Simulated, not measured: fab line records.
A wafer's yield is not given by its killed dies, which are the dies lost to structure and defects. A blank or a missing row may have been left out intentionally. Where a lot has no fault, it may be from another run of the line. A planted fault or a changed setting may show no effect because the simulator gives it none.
Struck lot and sound lot, side by side | flow gf180mcu | 14 out of 602 route steps
Sound: wafers L297.1, L297.2, L297.4. Wafers L302.1, L302.2, L302.6 were the ones struck. The cause is named last.
Per side, at each step with rows, come the tool, then ch with its chambers, and then its first start. Under that, the readings that differ: sound wafers | struck wafers | difference of the means | sigmas: that difference in standard deviations of wafers without a fault.
alike: readings with means less than 2 such deviations apart, plus words and numbers identical on both sides. not compared: withheld readings, readings lacking a value on some wafer, bounds such as >300 that could conceal the same value, and numbers that have no deviation in the record and whose values overlap.
A row with sigmas, a row that says differs or no value, or rows on one side alone: a step with any of these is where the two part. Numbers that don't overlap but have no deviation are shown without sigmas and don't part them. A reading that every wafer of one side lacks parts them only if that side has two wafers or more.

GF_M3_SPUTTER_01: material TiN, target thk 30 nm, time 25 s.
  sound: pvd-sputter-03 at day 23 16:06; struck: pvd-sputter-03 at day 25 11:51
  alike: throttle-valve-pct
GF_M3_SPUTTER_02: material AlCu, target thk 450 nm, time 23.9 s.
  sound: pvd-sputter-03 at day 23 16:08; struck: pvd-sputter-03 at day 25 11:53
  alike: throttle-valve-pct
GF_M3_SPUTTER_03: material Ti, target thk 10 nm, time 6.7 s.
  sound: pvd-sputter-03 at day 23 16:10; struck: pvd-sputter-03 at day 25 11:55
  alike: substrate-temp-c, throttle-valve-pct
GF_M3_SPUTTER_04: material TiN, target thk 50 nm, time 41.7 s.
  sound: pvd-sputter-03 at day 23 16:11; struck: pvd-sputter-03 at day 25 11:56
  alike: throttle-valve-pct
GF_M3_RS_MEAS_05: the measuring method here is four-point-probe.
  sound: film-metro-03 at day 23 16:13; struck: film-metro-02 at day 25 11:58
  alike: M3_ALCU_RS
GF_M3_THK_MEAS_06: measures by xrf.
  sound: film-metro-03 at day 23 16:20; struck: film-metro-02 at day 25 12:05
  alike: M3_ALCU_THK
then, 6 steps without rows for these wafers: GF_M3_DEHYDRATE_07 (time 60 s); GF_M3_HMDS_08 (prime time 60 s); GF_M3_COAT_09 (resist thk 1000 nm); GF_M3_SOFTBAKE_10 (time 60 s); GF_M3_EXPOSE_11 (exposes mask Metal3, target cd 280 nm); GF_M3_PEB_12 (peb time 90 s).
GF_M3_DEVELOP_13: develop time 60 s.
  sound on litho-track-04 ch 0, day 24 14:30; struck on litho-track-03, day 26 08:10
  no value came back on the struck wafers for chill-plate-temp-C (C), develop-time-s (s), exhaust-pa (Pa); on the sound wafers chill-plate-temp-C (C) reads 23.03 23.09 23.00
  reading                             | sound             | struck          | difference | sigmas
  model.KrF_of_M3_COAT_09.thk-nm (nm) | 980.9 982.5 983.3 | 998.4 997.6 999 | +16.1      |
GF_M3_CD_MEAS_14: target cd 280 nm.
  sound: cd-sem-02 at day 24 14:39; struck: cd-sem-02 at day 26 08:19
  reading    | sound             | struck | difference                    | sigmas
  cd-nm (nm) | 281.3 281.7 281.9 | - - -  | no value on the struck wafers |

== WHERE THEY PART ==
Earliest at GF_M3_DEVELOP_13; latest, in this record, at GF_M3_CD_MEAS_14.

WHY: what the simulator had put in
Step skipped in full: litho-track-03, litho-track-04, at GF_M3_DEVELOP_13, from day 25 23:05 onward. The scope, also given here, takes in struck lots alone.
